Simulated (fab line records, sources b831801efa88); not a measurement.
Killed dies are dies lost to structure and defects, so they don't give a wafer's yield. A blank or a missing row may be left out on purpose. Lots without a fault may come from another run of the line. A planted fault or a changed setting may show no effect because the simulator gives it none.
fab line records | flow sky130
record lots=13 wafers=39 last_day=50
route steps=708 shown FIELD_ISO@14 GATE_OXIDE@188 VIA1@459 METAL2@484
lots that met no fault: from a run of the same line without faults
start_h: hours from the record's first day to the start of the lot's first wafer shown | wait_h: hours since the lot's step before | " the same as in the row above | L1.1+2: a row that stands for several wafers | - no value, or no start given | * or withheld: withheld | < > ~ a bound
route shown NAME@n: a module of which the file shows steps, and the number in the route of the first | usual: mean/standard deviation of fault-free wafers | same: alike in all rows | chamber/n: place in a boat | sites: the reading at each site | _std_site: their standard deviation | _edge_site: outer sites' mean less inner sites' | radius_mm: how far each site lies from the wafer's centre | mask NAME#n: copy n | behind: the tool/chamber that last shaped the wafer | hold: why the lot was held/for how many hours/how that ended | device: the transistor (n, p or np) that didn't switch | end of line: the same wafers' tests at the end of the route | a step without rows: its recipe alone | killed: dies lost to structure and defects at the first sort, not the wafer's yield | map: a wafer's dies, x killed, . not, _ none there
set.NAME: the setting as run; set.NAME@STEP: as run at that earlier step | model.NAME: the simulator's own value behind a step, which no gauge read
steps of the route over a sample of lots; a table a step, a row a wafer
services: from which hour (start_h, from the record's first day; less than 0 if before it) a tool's chamber was out of use, for how many hours, and why
## steps
# step SKY_FIELD_ISO_CD_MEAS_13
# recipe target_cd_nm=150
# usual cd_nm=149.7/1.6
# columns lot.wafer tool chamber start_h wait_h cd_nm
L312.2 cd_sem-02 - 30.39 - 150.2
L312.5 " - " " 150.8
L312.6 " - " " 149.3
L313.2 cd_sem-02 - 34.76 - 151.6
L313.4 " - " " 152.4
L313.6 " - " " 151.6
L314.1 cd_sem-01 - 38.39 - 150.0
L314.2 " - " " 149.8
L314.3 " - " " 149.1
L315.1 cd_sem-02 - 44.80 - 150.7
L315.2 " - " " 150.1
L315.4 " - " " 149.6
L316.1 cd_sem-01 - 51.95 - 149.4
L316.4 " - " " 149.9
L316.6 " - " " 149.8
L317.1 cd_sem-02 - 56.52 - 150.1
L317.2 " - " " 151.6
L317.6 " - " " 151.0
L320.1 cd_sem-02 - 69.12 - 146.7
L320.2 " - " " 145.8
L320.5 " - " " 147.4
L321.2 cd_sem-01 - 78.11 - 148.7
L321.3 " - " " 148.9
L321.5 " - " " 148.9
L325.1 cd_sem-02 - 95.44 - 151.2
L325.4 " - " " 150.9
L325.5 " - " " 152.3
L327.2 cd_sem-02 - 107.39 - 147.5
L327.3 " - " " 149.3
L327.6 " - " " 148.5
L328.4 cd_sem-01 - 111.38 - 147.8
L328.5 " - " " 147.7
L328.6 " - " " 151.2
L334.2 cd_sem-01 - 144.89 - 147.1
L334.5 " - " " 147.4
L334.6 " - " " 147.8
L335.1 cd_sem-02 - 148.74 - 153.1
L335.4 " - " " 152.0
L335.5 " - " " 151.2
# step SKY_GATE_OXIDE_OXIDATION_01
# recipe temp_c=900 ambient=O2 stabilise_s=600 purge_s=300 target_thk_a=102.68 ox_time_s=1473
# usual ox_temp_c=900.0/0.42 ox_time_s=1473/0 zone_power_lower_pct=17.5/0.72
# columns lot.wafer tool chamber start_h wait_h ox_temp_c ox_time_s zone_power_lower_pct
L312.2 furnace-02 0 273.34 0.7 900.4 1473 16.9
L312.5 " 0 " " 900.7 1473 17.1
L312.6 " 0 " " 900.3 1473 16.9
L313.2 furnace-02 0 283.65 2.3 900.2 1473 16.8
L313.4 " 0 " " 900.7 1473 16.9
L313.6 " 0 " " 900.1 1473 16.8
L314.1 furnace-01 0 293.25 1.0 899.9 1473 18.2
L314.2 " 0 " " 900.4 1473 18.5
L314.3 " 0 " " 899.9 1473 18.3
L315.1 furnace-01 0 300.34 0.3 900.2 1473 18.5
L315.2 " 0 " " 900.2 1473 18.5
L315.4 " 0 " " 900.0 1473 18.1
L316.1 furnace-01 0 324.71 0.8 900.1 1473 18.3
L316.4 " 0 " " 900.1 1473 18.6
L316.6 " 0 " " 900.0 1473 18.3
L317.1 furnace-02 0 331.87 1.5 899.1 1473 16.7
L317.2 " 0 " " 899.9 1473 17.0
L317.6 " 0 " " 899.3 1473 16.7
L320.1 furnace-01 0 344.02 0.5 900.6 1473 18.4
L320.2 " 0 " " 899.5 1473 18.3
L320.5 " 0 " " 900.9 1473 18.4
L321.2 furnace-02 0 356.71 0.5 899.6 1473 16.8
L321.3 " 0 " " 900.1 1473 17.2
L321.5 " 0 " " 899.9 1473 16.8
L325.1 furnace-02 0 383.69 0.0 900.4 1473 16.8
L325.4 " 0 " " 899.6 1473 17.1
L325.5 " 0 " " 900.2 1473 16.8
L327.2 furnace-01 0 401.45 1.1 899.7 2209.5 18.6
L327.3 " 0 " " 900.3 2209.5 18.3
L327.6 " 0 " " 899.4 2209.5 18.3
L328.4 furnace-01 0 402.86 0.4 900.2 2209.5 18.2
L328.5 " 0 " " 900.0 2209.5 18.5
L328.6 " 0 " " 900.0 2209.5 18.3
L334.2 furnace-02 0 471.31 0.0 900.1 1473 17.0
L334.5 " 0 " " 900.6 1473 16.9
L334.6 " 0 " " 900.0 1473 16.9
L335.1 furnace-01 0 472.59 0.7 899.6 1473 18.5
L335.4 " 0 " " 899.5 1473 18.2
L335.5 " 0 " " 899.8 1473 18.3
# step SKY_GATE_OXIDE_THK_MEAS_02
# recipe reads=SiO2_of_GATE_OXIDE_OXIDATION_01
# usual GATE_OXIDE_OXIDATION_00_THK=10.25/0.18
# columns lot.wafer tool chamber start_h wait_h GATE_OXIDE_OXIDATION_00_THK[nm]
L312.2 film_metro-01 - 274.76 0.0 10.08
L312.5 " - " " 10.24
L312.6 " - " " 10.13
L313.2 film_metro-02 - 285.07 0.0 10.11
L313.4 " - " " 9.98
L313.6 " - " " 10.07
L314.1 film_metro-02 - 294.66 0.0 9.98
L314.2 " - " " 9.88
L314.3 " - " " 10.01
L315.1 film_metro-02 - 301.75 0.0 10.03
L315.2 " - " " 10.03
L315.4 " - " " 10.02
L316.1 film_metro-01 - 326.12 0.0 10.31
L316.4 " - " " 10.24
L316.6 " - " " 10.31
L317.1 film_metro-02 - 333.28 0.0 10.29
L317.2 " - " " 10.22
L317.6 " - " " 10.19
L320.1 film_metro-02 - 345.43 0.0 9.92
L320.2 " - " " 10.13
L320.5 " - " " 10.13
L321.2 film_metro-03 - 358.13 0.0 10.23
L321.3 " - " " 10.08
L321.5 " - " " 10.32
L325.1 film_metro-02 - 385.10 0.0 10.11
L325.4 " - " " 10.11
L325.5 " - " " 10.34
L327.2 film_metro-02 - 402.87 0.0 13.34
L327.3 " - " " 13.38
L327.6 " - " " 13.56
L328.4 film_metro-01 - 404.29 0.0 13.44
L328.5 " - " " 13.42
L328.6 " - " " 13.61
L334.2 film_metro-03 - 472.73 0.0 10.08
L334.5 " - " " 10.15
L334.6 " - " " 10.16
L335.1 film_metro-01 - 474.00 0.0 10.40
L335.4 " - " " 10.42
L335.5 " - " " 10.37
# step SKY_VIA1_THK_MEAS_01
# recipe reads=SiO2_of_VIA1_HDPCVD_00
# usual VIA1_HDPCVD_THK=1031/10
# columns lot.wafer tool chamber start_h wait_h VIA1_HDPCVD_THK[nm]
L312.2 film_metro-02 - 753.67 0.1 1048
L312.5 " - " " 1037
L312.6 " - " " 1031
L313.2 film_metro-02 - 758.77 0.1 1023
L313.4 " - " " 1016
L313.6 " - " " 1031
L314.1 film_metro-04 - 771.76 0.1 1040
L314.2 " - " " 1036
L314.3 " - " " 1030
L315.1 film_metro-04 - 778.92 0.1 1033
L315.2 " - " " 1039
L315.4 " - " " 1023
L316.1 film_metro-01 - 806.35 0.1 1036
L316.4 " - " " 1031
L316.6 " - " " 1033
L317.1 film_metro-02 - 813.79 0.1 1045
L317.2 " - " " 1036
L317.6 " - " " 1031
L320.1 film_metro-01 - 824.10 0.1 1032
L320.2 " - " " 1034
L320.5 " - " " 1024
L321.2 film_metro-04 - 834.37 0.1 1035
L321.3 " - " " 1029
L321.5 " - " " 1039
L325.1 film_metro-02 - 857.34 0.1 1041
L325.4 " - " " 1040
L325.5 " - " " 1042
L327.2 film_metro-01 - 873.27 0.1 1034
L327.3 " - " " 1035
L327.6 " - " " 1054
L328.4 film_metro-02 - 878.94 0.0 1019
L328.5 " - " " 1035
L328.6 " - " " 1030
L335.1 film_metro-01 - 934.34 0.1 1022
L335.4 " - " " 1034
L335.5 " - " " 1015
L334.2 film_metro-01 - 934.87 0.1 1044
L334.5 " - " " 1028
L334.6 " - " " 1051
# step SKY_METAL2_SPUTTER_01
# recipe material=TiN target_thk_nm=20 power_w=6500 time_s=16.7 chamber_pressure_pa=0.4
# usual throttle_valve_pct=29.6/0.85
# columns lot.wafer tool chamber start_h wait_h throttle_valve_pct
L312.2 pvd_sputter-01 - 782.29 0.0 30.2
L312.5 " - " " 29.0
L312.6 " - " " 28.2
L313.2 pvd_sputter-03 - 788.59 0.0 29.3
L313.4 " - " " 29.3
L313.6 " - " " 29.6
L314.1 pvd_sputter-02 - 800.52 0.0 28.6
L314.2 " - " " 29.7
L314.3 " - " " 29.4
L315.1 pvd_sputter-03 - 808.06 0.0 29.1
L315.2 " - " " 29.1
L315.4 " - " " 29.3
L316.1 pvd_sputter-02 - 833.25 0.0 28.7
L316.4 " - " " 31.3
L316.6 " - " " 29.5
L317.1 pvd_sputter-01 - 841.26 0.0 29.0
L317.2 " - " " 30.2
L317.6 " - " " 28.9
L320.1 pvd_sputter-02 - 851.26 0.0 31.4
L320.2 " - " " 29.6
L320.5 " - " " 28.8
L321.2 pvd_sputter-02 - 859.99 0.0 31.4
L321.3 " - " " 28.7
L321.5 " - " " 29.5
L325.1 pvd_sputter-03 - 885.35 0.0 29.4
L325.4 " - " " 29.8
L325.5 " - " " 29.5
L327.2 pvd_sputter-02 - 900.68 0.0 29.7
L327.3 " - " " 28.6
L327.6 " - " " 28.9
L328.4 pvd_sputter-03 - 906.03 0.0 29.6
L328.5 " - " " 29.4
L328.6 " - " " 30.1
L335.1 pvd_sputter-01 - 960.54 0.0 30.0
L335.4 " - " " 28.1
L335.5 " - " " 29.0
L334.2 pvd_sputter-03 - 961.51 0.0 29.2
L334.5 " - " " 30.0
L334.6 " - " " 29.6
## services
# columns tool chamber start_h hours kind
pvd_sputter-03 - 292.84 4.3 repair
furnace-01 - 330.51 2.4 pm
furnace-02 - 403.27 1.9 repair
furnace-01 - 411.63 3.2 pm
furnace-02 - 415.08 2.8 pm
pvd_sputter-02 - 434.32 2.3 repair
pvd_sputter-03 - 434.75 9.7 repair
furnace-02 - 445.62 3.5 pm
pvd_sputter-02 - 451.29 12.1 repair
pvd_sputter-03 - 490.24 1.2 repair
furnace-01 - 579.57 3.6 pm
furnace-01 - 613.40 4.0 pm
furnace-02 - 617.79 4.3 pm
furnace-02 - 694.66 4.1 pm
furnace-02 - 710.06 3.6 repair
furnace-01 - 747.89 3.0 pm
furnace-02 - 767.92 2.8 pm
furnace-02 - 782.46 3.3 pm
furnace-01 - 796.92 2.5 repair
furnace-01 - 810.48 3.0 pm
furnace-01 - 894.44 3.6 pm
furnace-01 - 915.46 4.0 pm
furnace-02 - 949.49 3.2 pm
furnace-02 - 952.74 57.9 pm
## key
first_sign step=SKY_GATE_OXIDE_OXIDATION_01 reading=ox_time_s direction=up sigmas=99+ usual=* struck=*
effect step=SKY_GATE_OXIDE_THK_MEAS_02 reading=GATE_OXIDE_OXIDATION_00_THK direction=up sigmas=17 usual=10.25 struck=13.46
met_at SKY_GATE_OXIDE_OXIDATION_01
struck_lots L327,L328
tester_left_out L327,L328
not_acting_at SKY_FIELD_ISO_CD_MEAS_13,SKY_VIA1_THK_MEAS_01,SKY_METAL2_SPUTTER_01
onset_between 344.02 401.45
fault kind=process_parameter_drift tool=furnace-01 chamber=- onset_h=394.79 steps=SKY_GATE_OXIDE_OXIDATION_01 channel=ox_time_s offset=* shape=step end_h=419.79 acts_in=* stated=*
# tester_left_out: of these lots the tester's yield and bins aren't shown, on N5 and GAA mostly nor the transistor test; their killed dies are dies lost to structure and defects alone, not to doping, threshold or leakage, so they don't give the yield
